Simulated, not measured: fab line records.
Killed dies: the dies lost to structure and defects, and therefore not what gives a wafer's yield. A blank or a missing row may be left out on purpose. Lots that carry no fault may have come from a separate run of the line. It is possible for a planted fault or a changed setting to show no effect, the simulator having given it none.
What tool caused it? ; flow gf180mcu ; 11 lots with 33 wafers sampled at 2 steps, on a route of 602 steps

== WHAT EACH GAUGE READ, for each wafer ==
GF_LVPWELL_OVL_MEAS_07.
lot;measured;on;LVPWELL_OVL (nm)
L471;day 3 22:51;overlay-01;1.3 -1.2 -0.3
L472;day 4 03:13;overlay-01;1.8 1.4 0.1
L473;day 4 07:43;overlay-01;-0.8 -1.3 -1.5
L474;day 4 13:46;overlay-01;-0.3 -0.8 -0.1
L475;day 4 19:02;overlay-01;1.4 -1.2 0.0
L477;day 5 08:11;overlay-01;229.0 226.1 228.3 229.9 226.8 228.0
L482;day 6 13:08;overlay-01;228.0 229.6 228.4 228.4 230.3 229.0
L488;day 8 06:34;overlay-02;0.8 0.1 2.2
L489;day 8 06:49;overlay-02;1.1 2.0 2.6
L490;day 8 12:11;overlay-02;-0.5 0.8 -0.6
L493;day 9 05:05;overlay-01;0.0 -1.2 1.7

== EACH LOT AND THE TOOL THAT RAN IT (in order: tool; ch and the chambers of the sampled wafers; start) ==
lot;GF_LVPWELL_EXPOSE_04
L471;iline_stepper-01 ch 0, day 3 16:53
L472;iline_stepper-02 ch 0, day 3 20:57
L473;iline_stepper-02 ch 0, day 4 00:56
L474;iline_stepper-01 ch 0, day 4 06:53
L475;iline_stepper-01 ch 0, day 4 12:01
L477;iline_stepper-01 ch 0, day 5 01:23
L482;iline_stepper-01 ch 0, day 6 05:23
L488;iline_stepper-02 ch 0, day 7 22:16
L489;iline_stepper-02 ch 0, day 7 22:50
L490;iline_stepper-02 ch 0, day 8 04:19
L493;iline_stepper-02 ch 0, day 8 21:14
- GF_LVPWELL_EXPOSE_04: exposes mask LVPWELL, target cd 600 nm.

== THE ANSWER, worked out from the rows above alone ==
Rule: the usual values come from the lots themselves. The widest of any qualifying gaps counts: lots, ordered by their means at a reading, are off when they make up no more than a third of the lots, leave a main group of 4 or more, and stand apart from it by 3 or more times the standard deviation of that group's means. The tables above print the reading to a certain number of digits; a main group whose means all agree to those digits is not used. A lot without any number at a reading at which 4 lots or more have one is off too. All remaining lots with rows at the step are treated as sound.
Off: L477, L482, seen at GF_LVPWELL_OVL_MEAS_07 (LVPWELL_OVL). The main group has a mean of 0.3 nm with a standard deviation of 0.87.
A tool fits if, at a process step before that reading, it ran every lot that is off, and no sound lot after the first of them. Gauges at GF_LVPWELL_OVL_MEAS_07: tried the same way as those tools. One fits: GF_LVPWELL_EXPOSE_04 on iline_stepper-01. A fault onset in the window from L475 (day 4 12:01, its last sound lot) to L477 (day 5 01:23, its first lot off) fits.

== WHAT THE SIMULATOR HAD PUT IN ==
Scanner matching overlay: iline_stepper-01, from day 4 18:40 on, at GF_LVPWELL_EXPOSE_04. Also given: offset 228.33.
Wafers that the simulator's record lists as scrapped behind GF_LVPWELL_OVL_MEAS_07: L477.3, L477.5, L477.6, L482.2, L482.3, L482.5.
Lots struck among those shown: L477, L482. Same finding as the rule above.
